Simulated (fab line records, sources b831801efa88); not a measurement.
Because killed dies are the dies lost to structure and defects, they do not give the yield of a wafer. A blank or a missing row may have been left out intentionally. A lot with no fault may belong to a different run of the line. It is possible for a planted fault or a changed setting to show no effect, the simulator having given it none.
fab line records	flow sky130
record: lots: 13	wafers: 37	lastDay: 49
route steps=708 shown SD_N@356 LI_CONTACT@363 PAD_OPEN@708
lots that met no fault: taken from a fault-free run of the same line
startH: hours from the record's opening day to when the first of the lot's shown wafers began	waitH: how many hours have passed since the lot's step before this one	" unchanged from the row above	L1.1+2: several wafers, shown together as one row	- no value, or no start given	* or withheld: withheld	< > ~ a bound
route shown NAME@n: names a module that has steps shown in the file, with the first one's number in the route	usual: average and standard deviation across the fault-free wafers	same: alike in all rows	chamber/n: place in a boat	sites: per-site readings	_std_site: standard deviation across them	_edge_site: the outer-site mean with the inner-site mean subtracted	radiusMm: for every site, how far away it sits from the centre of the wafer	mask NAME#n: copy n	behind: the tool/chamber that last shaped the wafer	hold: reason for holding the lot/hours on hold/outcome of the hold	device: the transistor (n, p or np) that didn't switch	end of line: tests run on the same wafers once the route is complete	a step with no rows: only its recipe	killed: at the first sort, the dies lost to defects and structure; wafer yield is something else	map: per-die view of a wafer (x killed, . not killed, _ where there is no die)
set.NAME: setting as actually run; set.NAME@STEP: the setting as run at that earlier step	model.NAME: the simulator's own value behind a step, which no gauge read
one table for each step of the route and one row for each wafer, over a sample of lots
services: a tool's chamber out of use, with start hour (startH, from the record's first day; less than 0 if before it), hours out, and reason
== steps ==
step: SKY_SD_N_RTA_14
recipe: tempC: 1075	timeS: 2	idleTempC: 650	rampUpCPerS: 150	rampDownCPerS: 90	ambient: N2
usual: lampPowerPct: 15.74/0.052	wafer_temp_C_max: 1078.1/1.3
lot.wafer	tool	chamber	startH	waitH	lampPowerPct	wafer_temp_C_max
L844.4	rtpAnneal-02	0	643.89	0.0	15.70	1077.6
L844.5	"	0	"	"	15.65	1077.9
L844.6	"	0	"	"	15.78	1077.4
L846.1	rtpAnneal-02	0	658.94	0.0	15.70	1078.6
L846.5	"	0	"	"	15.76	1078.0
L846.6	"	0	"	"	15.74	1077.3
L845.1	rtpAnneal-01	0	659.04	0.0	15.72	1076.6
L845.4	"	0	"	"	15.71	1077.5
L845.5	"	0	"	"	15.81	1077.8
L848.2	rtpAnneal-01	0	674.93	0.0	15.76	1079.5
L848.4	"	0	"	"	15.81	1077.3
L848.5	"	0	"	"	15.68	1077.2
L849.2	rtpAnneal-02	0	697.12	0.0	15.69	1077.0
L849.4	"	0	"	"	15.78	1079.5
L849.5	"	0	"	"	15.62	1076.3
L850.1	rtpAnneal-01	0	700.82	0.0	15.74	1080.4
L850.3	"	0	"	"	15.65	1082.0
L850.5	"	0	"	"	15.74	1077.5
L853.1	rtpAnneal-02	0	723.62	0.0	15.79	1078.7
L853.2	"	0	"	"	15.66	1076.1
L853.3	"	0	"	"	15.84	1079.0
L854.2	rtpAnneal-01	0	726.64	0.0	15.75	1080.2
L854.3	"	0	"	"	15.72	1076.7
L854.6	"	0	"	"	15.76	1079.5
L855.2	rtpAnneal-02	0	736.80	0.0	15.77	1079.0
L855.3	"	0	"	"	15.72	1075.2
L855.4	"	0	"	"	15.75	1077.4
L857.1	rtpAnneal-02	0	752.94	0.0	15.70	1076.4
L857.3	"	0	"	"	15.70	1079.5
L857.6	"	0	"	"	15.68	1078.0
L858.1	rtpAnneal-01	0	760.13	0.0	15.80	1077.9
L858.5	"	0	"	"	15.66	1077.9
L858.6	"	0	"	"	15.67	1078.6
L860.2	rtpAnneal-01	0	776.75	0.0	15.72	1079.0
L860.5	"	0	"	"	15.80	1077.2
L861.3	rtpAnneal-02	0	784.83	0.0	15.76	1078.9
L861.6	"	0	"	"	15.72	1078.2
step: SKY_LI_CONTACT_THK_MEAS_01
recipe: reads: PSG_of_LI_CONTACT_HDPCVD_00
usual: LI_CONTACT_HDPCVD_THK: 926/8.3
lot.wafer	tool	chamber	startH	waitH	LI_CONTACT_HDPCVD_THK[nm]
L844.4	filmMetro-01	-	644.55	0.0	927
L844.5	"	-	"	"	941
L844.6	"	-	"	"	929
L846.1	filmMetro-01	-	659.59	0.1	925
L846.5	"	-	"	"	924
L846.6	"	-	"	"	932
L845.1	filmMetro-03	-	659.69	0.1	924
L845.4	"	-	"	"	926
L845.5	"	-	"	"	920
L848.2	filmMetro-01	-	675.58	0.1	915
L848.4	"	-	"	"	917
L848.5	"	-	"	"	915
L849.2	filmMetro-03	-	697.77	0.1	925
L849.4	"	-	"	"	931
L849.5	"	-	"	"	920
L850.1	filmMetro-01	-	701.47	0.1	920
L850.3	"	-	"	"	911
L850.5	"	-	"	"	921
L853.1	filmMetro-01	-	724.27	0.1	911
L853.2	"	-	"	"	922
L853.3	"	-	"	"	916
L854.2	filmMetro-03	-	727.30	0.1	922
L854.3	"	-	"	"	930
L854.6	"	-	"	"	939
L855.2	filmMetro-01	-	737.48	0.1	933
L855.3	"	-	"	"	932
L855.4	"	-	"	"	929
L857.1	filmMetro-04	-	753.59	0.1	928
L857.3	"	-	"	"	932
L857.6	"	-	"	"	939
L858.1	filmMetro-01	-	760.78	0.1	932
L858.5	"	-	"	"	922
L858.6	"	-	"	"	931
L860.2	filmMetro-01	-	777.40	0.1	910
L860.5	"	-	"	"	917
L861.3	filmMetro-03	-	785.48	0.1	928
L861.6	"	-	"	"	924
step: SKY_LI_CONTACT_CMP_02
recipe: material: PSG	downForcePsi: 4	platenRpm: 60	padVelocityMS: 0.94248
usual: motorCurrentA: 12.5/1	platenRpm: 60.01/0.037	slurryFlowMlMin: 150.1/0.45	timeToEndpointS: 32.5/2.8
lot.wafer	tool	chamber	startH	waitH	motorCurrentA	platenRpm	slurryFlowMlMin	timeToEndpointS
L844.4	cmp-02	3	644.68	0.1	13.0	60.05	150.4	26.7
L844.6	"	1	"	"	12.0	60.06	150.7	32.2
L844.5	"	2	"	"	14.7	59.98	150.6	34.1
L846.1	cmp-02	2	660.09	0.5	14.5	60.02	150.1	32.9
L846.5	"	3	"	"	13.0	60.02	150.1	32.4
L846.6	"	0	"	"	11.3	60.05	149.8	30.8
L845.1	cmp-02	2	660.29	0.6	13.6	60.03	150.3	31.7
L845.4	"	0	"	"	10.8	60.04	150.8	26.8
L845.5	"	1	"	"	11.1	60.00	149.9	29.9
L848.2	cmp-02	2	675.68	0.1	14.5	59.96	149.8	31.0
L848.4	"	0	"	"	10.8	60.11	150.3	29.9
L848.5	"	2	"	"	14.2	60.04	149.6	33.5
L849.2	cmp-01	0	697.87	0.1	13.6	60.00	149.6	33.3
L849.4	"	2	"	"	11.9	60.02	150.9	34.0
L849.5	"	0	"	"	13.7	59.96	149.8	32.4
L850.1	cmp-01	0	701.60	0.1	13.2	60.07	150.8	28.5
L850.3	"	1	"	"	12.3	59.99	150.3	27.5
L850.5	"	0	"	"	13.7	60.08	149.9	28.9
L853.2	cmp-01	2	724.33	0.0	11.8	59.98	149.7	31.7
L853.1	"	3	"	"	12.3	60.03	151.1	30.3
L853.3	"	0	"	"	13.1	60.02	149.7	32.0
L854.3	cmp-02	0	727.35	0.0	11.4	60.03	149.8	28.7
L854.2	"	3	"	"	13.6	60.02	150.0	29.8
L854.6	"	0	"	"	11.5	59.99	150.5	32.1
L855.3	cmp-01	2	737.53	0.0	11.7	60.01	150.2	35.4
L855.2	"	0	"	"	13.1	59.99	150.0	33.6
L855.4	"	1	"	"	13.2	60.02	149.8	34.9
L857.3	cmp-02	1	753.65	0.0	11.6	59.95	149.8	34.3
L857.1	"	0	"	"	10.6	60.05	149.4	31.1
L857.6	"	1	"	"	11.1	60.00	149.7	34.8
L858.1	cmp-02	2	760.89	0.1	13.8	59.94	150.7	40.2
L858.6	"	1	"	"	11.1	60.03	150.1	42.8
L858.5	"	2	"	"	14.5	59.93	150.1	37.6
L860.2	cmp-01	3	777.55	0.1	12.6	60.04	150.1	31.4
L860.5	"	2	"	"	11.9	60.06	150.2	40.8
L861.3	cmp-01	2	785.52	0.0	11.9	60.00	150.7	42.1
L861.6	"	2	"	"	11.8	59.97	150.0	34.4
step: SKY_LI_CONTACT_ETCH_15
recipe: target: PSG	chemistry: C4F8/O2/Ar	stopOn: Si	taperDeg: 4.15	maskMaterial: KrF-thick	sourceW: 1500	biasW: 1200	pressureMtorr: 40	c4f8FlowSccm: withheld	O2_flow_sccm: 6	Ar_flow_sccm: 300	timeS: withheld	targetDepthA: 6000
usual: oesProductAu: 0.836/0.0047
lot.wafer	tool	chamber	startH	waitH	oesProductAu
L844.4	rieDiel-01	3	672.61	0.0	0.831
L844.5	"	3	"	"	0.841
L844.6	"	2	"	"	0.833
L846.1	rieDiel-01	3	688.76	0.0	0.831
L846.5	"	3	"	"	0.840
L846.6	"	2	"	"	0.837
L845.1	rieDiel-03	0	689.03	0.0	0.841
L845.4	"	1	"	"	0.831
L845.5	"	3	"	"	0.833
L848.2	rieDiel-01	2	703.84	0.0	0.833
L848.4	"	1	"	"	0.838
L848.5	"	3	"	"	0.831
L849.2	rieDiel-01	1	726.51	0.0	0.834
L849.4	"	0	"	"	0.828
L849.5	"	2	"	"	0.842
L850.1	rieDiel-02	1	729.83	0.0	0.836
L850.3	"	3	"	"	0.840
L850.5	"	1	"	"	0.838
L853.1	rieDiel-01	3	752.43	0.0	0.841
L853.2	"	1	"	"	0.848
L853.3	"	2	"	"	0.833
L854.2	rieDiel-02	2	755.68	0.0	0.835
L854.3	"	3	"	"	0.837
L854.6	"	1	"	"	0.836
L855.2	rieDiel-03	0	764.63	0.0	0.845
L855.3	"	1	"	"	0.834
L855.4	"	0	"	"	0.828
L857.1	rieDiel-01	0	781.03	0.0	0.844
L857.3	"	1	"	"	0.835
L857.6	"	3	"	"	0.836
L858.1	rieDiel-03	0	788.56	0.0	0.844
L858.5	"	0	"	"	0.834
L858.6	"	3	"	"	0.831
L860.2	rieDiel-02	2	804.84	0.0	0.842
L860.5	"	2	"	"	0.762
L861.3	rieDiel-01	3	812.93	0.0	0.753
L861.6	"	3	"	"	0.838
step: SKY_LI_CONTACT_SPUTTER_19
recipe: material: Ti	targetThkNm: 20	chamberPressurePa: 5	powerW: 2500	substrateTempC: 200	timeS: 106.37
usual: throttleValvePct: 29.9/0.87
lot.wafer	tool	chamber	startH	waitH	throttleValvePct
L844.4	pvdSputter-04	-	672.99	0.0	30.4
L844.5	"	-	"	"	29.0
L844.6	"	-	"	"	28.7
L846.1	pvdSputter-01	-	689.14	0.0	28.9
L846.5	"	-	"	"	29.1
L846.6	"	-	"	"	29.7
L845.1	pvdSputter-01	-	689.42	0.0	29.3
L845.4	"	-	"	"	29.8
L845.5	"	-	"	"	29.1
L848.2	pvdSputter-04	-	704.22	0.0	28.4
L848.4	"	-	"	"	30.5
L848.5	"	-	"	"	29.5
L849.2	pvdSputter-04	-	726.89	0.0	29.4
L849.4	"	-	"	"	30.2
L849.5	"	-	"	"	29.4
L850.1	pvdSputter-01	-	730.22	0.0	29.9
L850.3	"	-	"	"	28.9
L850.5	"	-	"	"	31.3
L853.1	pvdSputter-04	-	752.83	0.0	30.3
L853.2	"	-	"	"	29.5
L853.3	"	-	"	"	29.2
L854.2	pvdSputter-01	-	756.06	0.0	31.0
L854.3	"	-	"	"	30.2
L854.6	"	-	"	"	29.7
L855.2	pvdSputter-02	-	765.01	0.0	30.3
L855.3	"	-	"	"	30.8
L855.4	"	-	"	"	31.5
L857.1	pvdSputter-01	-	781.41	0.0	31.3
L857.3	"	-	"	"	29.1
L857.6	"	-	"	"	29.1
L858.1	pvdSputter-02	-	788.94	0.0	30.7
L858.5	"	-	"	"	29.3
L858.6	"	-	"	"	30.1
L860.2	pvdSputter-04	-	805.22	0.0	30.3
L860.5	"	-	"	"	28.8
L861.3	pvdSputter-04	-	813.31	0.0	29.0
L861.6	"	-	"	"	29.1
step: SKY_PAD_OPEN_PROBE_99
usual: killed_at_M0_to_M3: 42/7.3	killed_at_M4_up: 3.2/1.8	killedAtContacts: 25/5.2	killedAtFrontEnd: 15/4.6	killedAtOther: 0.3/0.62	killedDies: 85/9.9	killedOpen: 46/7.1	killedShort: 38/5.7
same: grossDies: 492	killedAtBackSide: 0
lot.wafer	tool	chamber	startH	waitH	killed_at_M0_to_M3	killed_at_M4_up	killedAtContacts	killedAtFrontEnd	killedAtOther	killedDies	killedOpen	killedShort
L844.4	prober-01	-	1073.87	0.2	40	1	25	20	0	86	43	43
L844.5	prober-01	-	1073.92	0.2	47	1	30	16	0	94	51	43
L844.6	prober-01	-	1073.97	0.2	41	1	28	19	0	89	49	40
L846.1	prober-01	-	1083.82	0.1	48	4	31	11	0	94	50	44
L846.5	prober-01	-	1084.02	0.2	58	2	26	18	0	104	59	45
L846.6	prober-01	-	1084.07	0.2	53	2	25	20	0	100	56	44
L845.1	prober-02	-	1086.12	0.1	53	3	23	27	0	106	62	44
L845.4	prober-02	-	1086.27	0.2	38	6	25	11	0	80	46	34
L845.5	prober-02	-	1086.32	0.2	44	2	26	16	0	88	55	33
L848.2	prober-02	-	1096.09	0.1	54	0	19	15	0	88	44	44
L848.4	prober-02	-	1096.19	0.2	49	3	25	13	2	92	49	41
L848.5	prober-02	-	1096.24	0.2	48	4	24	7	2	85	36	47
L849.2	prober-01	-	1110.84	0.1	58	3	32	18	0	111	54	57
L849.4	prober-01	-	1110.94	0.2	37	7	25	17	0	86	39	46
L849.5	prober-01	-	1110.99	0.2	39	0	24	12	0	75	42	33
L850.1	prober-02	-	1115.89	0.1	56	4	19	16	0	95	49	46
L850.3	prober-02	-	1115.99	0.2	55	3	21	12	0	91	55	36
L850.5	prober-02	-	1116.09	0.2	46	4	27	14	1	92	54	38
L853.1	prober-01	-	1132.22	0.1	44	6	28	21	0	99	56	43
L853.2	prober-01	-	1132.27	0.1	43	4	29	14	0	90	47	43
L853.3	prober-01	-	1132.32	0.2	42	3	29	9	0	83	34	49
L854.2	prober-02	-	1133.51	0.1	46	3	27	7	0	83	42	41
L854.3	prober-02	-	1133.56	0.2	54	5	24	9	1	93	48	45
L854.6	prober-02	-	1133.71	0.2	50	4	20	9	0	83	55	28
L855.2	prober-01	-	1140.53	0.1	43	2	27	21	0	93	49	44
L855.3	prober-01	-	1140.58	0.2	40	3	31	18	0	92	56	36
L855.4	prober-01	-	1140.63	0.2	48	4	22	13	1	88	45	43
L857.1	prober-01	-	1151.71	0.1	37	4	13	11	0	65	34	31
L857.3	prober-01	-	1151.81	0.2	41	3	21	12	0	77	43	34
L857.6	prober-01	-	1151.96	0.2	33	0	18	14	0	65	36	29
L858.1	prober-02	-	1154.92	0.1	38	3	15	14	0	70	40	30
L858.5	prober-02	-	1155.12	0.2	44	3	26	9	0	82	44	38
L858.6	prober-02	-	1155.17	0.2	42	3	25	4	0	74	32	42
L860.2	prober-02	-	1168.77	0.1	46	4	27	13	0	90	55	35
L860.5	prober-02	-	1168.92	0.2	44	4	27	16	0	91	51	40
L861.3	prober-01	-	1173.88	0.2	34	5	23	13	0	75	40	35
L861.6	prober-01	-	1174.03	0.2	42	7	30	13	0	92	46	46
killed by level:class
L844.4 METAL2:geometricParticle:short=9 LI_CONTACT:geometricParticle:open=8 CONTACT:geometricParticle:open=8 VIA3:geometricParticle:short=7 VIA1:geometricParticle:open=6 FIELD_ISO:geometricParticle:open=5 POLY_GATE:geometricParticle:short=5 METAL1:geometricParticle:short=4
L844.5 CONTACT:geometricParticle:open=15 VIA1:geometricParticle:open=12 POLY_GATE:geometricParticle:short=6 METAL2:geometricParticle:short=6 CONTACT:geometricParticle:short=5 METAL1:geometricParticle:short=5 VIA2:geometricParticle:open=5 VIA3:geometricParticle:open=5
L844.6 LI_CONTACT:geometricParticle:open=9 CONTACT:geometricParticle:open=9 VIA2:geometricParticle:open=7 FIELD_ISO:geometricParticle:short=6 VIA1:geometricParticle:open=6 VIA3:geometricParticle:open=6 LOCAL_INTERCONNECT:geometricParticle:short=5 VIA3:geometricParticle:short=5
L846.1 VIA1:geometricParticle:open=15 CONTACT:geometricParticle:open=9 CONTACT:geometricParticle:short=8 VIA2:geometricParticle:open=6 VIA3:geometricParticle:open=6 LI_CONTACT:geometricParticle:open=5 FIELD_ISO:geometricParticle:short=4 LI_CONTACT:geometricParticle:short=4
L846.5 VIA1:geometricParticle:open=16 VIA3:geometricParticle:open=9 VIA1:geometricParticle:short=8 CONTACT:geometricParticle:open=7 CONTACT:geometricParticle:short=7 LI_CONTACT:geometricParticle:open=6 METAL2:geometricParticle:open=6 POLY_GATE:geometricParticle:open=5
L846.6 CONTACT:geometricParticle:open=13 VIA1:geometricParticle:open=12 POLY_GATE:geometricParticle:open=7 VIA2:geometricParticle:open=7 CONTACT:geometricParticle:short=7 METAL1:geometricParticle:short=6 VIA3:geometricParticle:short=6 VIA1:geometricParticle:short=6
L845.1 VIA1:geometricParticle:open=14 POLY_GATE:geometricParticle:open=9 CONTACT:geometricParticle:open=9 VIA2:geometricParticle:open=9 VIA3:geometricParticle:open=8 VIA1:geometricParticle:short=7 FIELD_ISO:geometricParticle:open=6 CONTACT:geometricParticle:short=6
L845.4 CONTACT:geometricParticle:open=12 LI_CONTACT:geometricParticle:open=9 VIA2:geometricParticle:short=7 VIA1:geometricParticle:open=7 METAL1:geometricParticle:short=5 METAL4:geometricParticle:short=4 FIELD_ISO:geometricParticle:open=3 POLY_GATE:geometricParticle:short=3
L845.5 CONTACT:geometricParticle:open=11 VIA2:geometricParticle:open=11 VIA1:geometricParticle:open=10 POLY_GATE:geometricParticle:open=5 LI_CONTACT:geometricParticle:open=5 CONTACT:geometricParticle:short=4 VIA3:geometricParticle:open=4 VIA1:geometricParticle:short=4
L848.2 CONTACT:geometricParticle:open=12 VIA1:geometricParticle:open=11 METAL1:geometricParticle:short=8 VIA1:geometricParticle:short=8 FIELD_ISO:geometricParticle:short=6 VIA3:geometricParticle:open=6 VIA3:geometricParticle:short=4 VIA2:geometricParticle:short=4
L848.4 VIA1:geometricParticle:open=12 VIA2:geometricParticle:open=11 LI_CONTACT:geometricParticle:open=7 CONTACT:geometricParticle:open=7 METAL2:geometricParticle:short=6 LOCAL_INTERCONNECT:geometricParticle:short=5 VIA1:geometricParticle:short=5 FIELD_ISO:geometricParticle:open=4
L848.5 METAL2:geometricParticle:short=8 LI_CONTACT:geometricParticle:open=7 METAL1:geometricParticle:short=7 VIA1:geometricParticle:short=6 VIA1:geometricParticle:open=6 LOCAL_INTERCONNECT:geometricParticle:short=5 CONTACT:geometricParticle:open=5 VIA3:geometricParticle:open=5
L849.2 VIA1:geometricParticle:open=16 LI_CONTACT:geometricParticle:open=9 CONTACT:geometricParticle:short=8 VIA3:geometricParticle:short=7 VIA3:geometricParticle:open=7 FIELD_ISO:geometricParticle:short=6 CONTACT:geometricParticle:open=6 VIA1:geometricParticle:short=5
L849.4 CONTACT:geometricParticle:open=8 VIA1:geometricParticle:open=8 LI_CONTACT:geometricParticle:open=7 VIA1:geometricParticle:short=6 CONTACT:geometricParticle:short=6 FIELD_ISO:geometricParticle:short=5 VIA2:geometricParticle:short=5 FIELD_ISO:geometricParticle:open=4
L849.5 CONTACT:geometricParticle:short=9 CONTACT:geometricParticle:open=8 VIA1:geometricParticle:open=8 VIA2:geometricParticle:open=7 VIA1:geometricParticle:short=5 FIELD_ISO:geometricParticle:open=4 METAL1:geometricParticle:short=3 METAL2:geometricParticle:short=3
L850.1 VIA1:geometricParticle:open=11 VIA2:geometricParticle:short=10 METAL1:geometricParticle:short=8 VIA3:geometricParticle:open=8 VIA2:geometricParticle:open=7 POLY_GATE:geometricParticle:open=6 METAL2:geometricParticle:short=6 CONTACT:geometricParticle:open=5
L850.3 VIA1:geometricParticle:open=11 CONTACT:geometricParticle:open=10 VIA2:geometricParticle:open=10 VIA3:geometricParticle:open=9 VIA2:geometricParticle:short=6 LI_CONTACT:geometricParticle:open=5 CONTACT:geometricParticle:short=5 VIA1:geometricParticle:short=5
L850.5 CONTACT:geometricParticle:open=14 LI_CONTACT:geometricParticle:open=7 VIA1:geometricParticle:short=7 VIA3:geometricParticle:open=7 VIA1:geometricParticle:open=6 METAL2:geometricParticle:short=5 VIA2:geometricParticle:open=5 FIELD_ISO:geometricParticle:open=4
L853.1 VIA1:geometricParticle:open=13 CONTACT:geometricParticle:open=9 METAL1:geometricParticle:short=8 FIELD_ISO:geometricParticle:open=6 LI_CONTACT:geometricParticle:open=6 VIA2:geometricParticle:open=6 POLY_GATE:geometricParticle:short=5 VIA3:geometricParticle:open=5
L853.2 LI_CONTACT:geometricParticle:open=9 CONTACT:geometricParticle:open=9 VIA2:geometricParticle:open=8 VIA2:geometricParticle:short=7 VIA3:geometricParticle:open=7 VIA1:geometricParticle:short=6 POLY_GATE:geometricParticle:open=6 LOCAL_INTERCONNECT:geometricParticle:short=6
L853.3 VIA1:geometricParticle:open=11 CONTACT:geometricParticle:open=10 LOCAL_INTERCONNECT:geometricParticle:short=8 METAL2:geometricParticle:short=8 CONTACT:geometricParticle:short=7 METAL1:geometricParticle:short=6 VIA1:geometricParticle:short=5 VIA2:geometricParticle:open=5
L854.2 CONTACT:geometricParticle:open=14 VIA1:geometricParticle:open=9 VIA1:geometricParticle:short=7 METAL1:geometricParticle:short=6 LI_CONTACT:geometricParticle:open=5 LOCAL_INTERCONNECT:geometricParticle:short=5 VIA3:geometricParticle:open=5 METAL2:geometricParticle:short=4
L854.3 VIA1:geometricParticle:open=15 METAL1:geometricParticle:short=9 LI_CONTACT:geometricParticle:open=7 LI_CONTACT:geometricParticle:short=6 CONTACT:geometricParticle:open=5 VIA1:geometricParticle:short=5 VIA3:geometricParticle:short=4 VIA2:geometricParticle:short=4
L854.6 VIA1:geometricParticle:open=19 CONTACT:geometricParticle:open=7 VIA3:geometricParticle:open=7 POLY_GATE:geometricParticle:open=5 VIA2:geometricParticle:open=5 LI_CONTACT:geometricParticle:open=4 LOCAL_INTERCONNECT:geometricParticle:short=3 METAL1:geometricParticle:short=3
L855.2 VIA1:geometricParticle:open=10 CONTACT:geometricParticle:open=9 FIELD_ISO:geometricParticle:open=7 VIA2:geometricParticle:open=7 LI_CONTACT:geometricParticle:open=6 LOCAL_INTERCONNECT:geometricParticle:short=6 METAL1:geometricParticle:short=6 FIELD_ISO:geometricParticle:short=5
L855.3 VIA1:geometricParticle:open=14 LI_CONTACT:geometricParticle:open=9 CONTACT:geometricParticle:open=9 CONTACT:geometricParticle:short=6 METAL1:geometricParticle:short=5 FIELD_ISO:geometricParticle:open=4 VIA1:geometricParticle:short=4 POLY_GATE:geometricParticle:short=4
L855.4 VIA1:geometricParticle:open=11 LI_CONTACT:geometricParticle:open=9 CONTACT:geometricParticle:short=6 METAL1:geometricParticle:short=6 METAL2:geometricParticle:short=6 VIA2:geometricParticle:open=6 POLY_GATE:geometricParticle:open=4 VIA3:geometricParticle:open=4
L857.1 VIA1:geometricParticle:open=8 VIA3:geometricParticle:open=6 VIA2:geometricParticle:open=6 FIELD_ISO:geometricParticle:open=5 CONTACT:geometricParticle:short=5 METAL2:geometricParticle:short=5 CONTACT:geometricParticle:open=3 VIA2:geometricParticle:short=3
L857.3 METAL1:geometricParticle:short=10 LI_CONTACT:geometricParticle:open=8 VIA1:geometricParticle:open=8 CONTACT:geometricParticle:open=7 VIA2:geometricParticle:open=5 VIA3:geometricParticle:open=5 FIELD_ISO:geometricParticle:open=4 FIELD_ISO:geometricParticle:short=4
L857.6 CONTACT:geometricParticle:open=6 VIA1:geometricParticle:open=6 VIA3:geometricParticle:open=4 LI_CONTACT:geometricParticle:open=4 LI_CONTACT:geometricParticle:short=4 METAL1:geometricParticle:short=4 METAL2:geometricParticle:short=4 VIA2:geometricParticle:open=4
L858.1 VIA1:geometricParticle:open=14 CONTACT:geometricParticle:open=6 METAL1:geometricParticle:short=6 POLY_GATE:geometricParticle:open=4 CONTACT:geometricParticle:short=4 VIA2:geometricParticle:short=4 VIA3:geometricParticle:open=4 POLY_GATE:geometricParticle:short=3
L858.5 VIA1:geometricParticle:open=12 CONTACT:geometricParticle:short=7 CONTACT:geometricParticle:open=7 METAL1:geometricParticle:short=6 VIA2:geometricParticle:open=6 LI_CONTACT:geometricParticle:open=5 METAL3:geometricParticle:short=5 VIA3:geometricParticle:open=5
L858.6 VIA1:geometricParticle:open=9 LI_CONTACT:geometricParticle:short=8 METAL1:geometricParticle:short=7 CONTACT:geometricParticle:open=7 LI_CONTACT:geometricParticle:open=6 METAL2:geometricParticle:short=6 VIA2:geometricParticle:open=5 METAL3:geometricParticle:short=4
L860.2 CONTACT:geometricParticle:open=13 VIA1:geometricParticle:open=10 VIA3:geometricParticle:open=9 METAL1:geometricParticle:short=7 LI_CONTACT:geometricParticle:open=5 LOCAL_INTERCONNECT:geometricParticle:short=4 CONTACT:geometricParticle:short=4 VIA2:geometricParticle:open=4
L860.5 CONTACT:geometricParticle:open=12 VIA1:geometricParticle:open=9 CONTACT:geometricParticle:short=8 VIA3:geometricParticle:open=8 FIELD_ISO:geometricParticle:open=7 VIA2:geometricParticle:open=7 METAL1:geometricParticle:short=6 METAL2:geometricParticle:short=5
L861.3 CONTACT:geometricParticle:open=11 METAL1:geometricParticle:short=6 VIA1:geometricParticle:open=6 LI_CONTACT:geometricParticle:open=5 VIA1:geometricParticle:short=5 VIA3:geometricParticle:open=5 FIELD_ISO:geometricParticle:short=4 METAL4:geometricParticle:short=4
L861.6 LI_CONTACT:geometricParticle:open=9 CONTACT:geometricParticle:open=8 VIA1:geometricParticle:open=8 POLY_GATE:geometricParticle:open=6 LOCAL_INTERCONNECT:geometricParticle:short=6 METAL2:geometricParticle:short=6 VIA3:geometricParticle:open=6 METAL4:geometricParticle:short=5
== services ==
tool	chamber	startH	hours	kind
cmp-01	-	628.19	1.7	repair
rieDiel-01	2	648.66	9.3	repair
cmp-01	-	659.49	19.1	pm
pvdSputter-02	-	662.07	2.8	repair
pvdSputter-02	-	687.60	7.4	repair
pvdSputter-04	-	689.33	4.9	repair
pvdSputter-04	-	691.95	5.0	repair
rieDiel-03	3	692.93	1.7	repair
cmp-02	-	700.44	1.6	repair
rieDiel-03	2	704.26	-	clean
pvdSputter-01	-	713.10	1.4	repair
pvdSputter-02	-	724.68	2.8	repair
cmp-01	-	747.54	4.0	pm
rieDiel-03	3	750.63	8.4	repair
cmp-01	-	751.54	-	consumableReplace:conditioner
cmp-01	-	751.54	-	consumableReplace:pad
cmp-02	-	755.75	0.5	repair
cmp-01	-	772.49	3.1	pm
cmp-02	-	773.42	0.5	repair
rieDiel-02	1	779.88	11.5	repair
rieDiel-01	-	789.52	0.8	repair
rieDiel-01	-	791.56	14.6	pm
cmp-02	-	799.78	2.7	repair
pvdSputter-02	-	809.17	0.7	repair
== key ==
firstSign: step: SKY_LI_CONTACT_CMP_02	reading: timeToEndpointS	direction: up	sigmas: 3.3	usual: *	struck: *
effect: step: SKY_LI_CONTACT_ETCH_15	reading: oesProductAu	direction: down	sigmas: 17	usual: 0.836	struck: 0.758
metAt SKY_LI_CONTACT_CMP_02
struckLots L860,L861
struckWafers L860.5,L861.3
testerLeftOut L860,L861
notActingAt SKY_SD_N_RTA_14,SKY_LI_CONTACT_THK_MEAS_01,SKY_LI_CONTACT_SPUTTER_19
onsetBetween 737.53 777.55
fault: kind: processParameterDrift	tool: cmp-01	chamber: -	onsetH: 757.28	steps: SKY_LI_CONTACT_CMP_02	channel: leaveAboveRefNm	offset: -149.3	shape: step	endH: 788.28	scope: struckWafersOnly	actsIn: theseRecipesOnly	stated: 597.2
testerLeftOut: of these lots the tester's yield and bins aren't shown, on N5 and GAA mostly nor the transistor test; their killed dies are dies lost to structure and defects alone, not to doping, threshold or leakage, so they don't give the yield
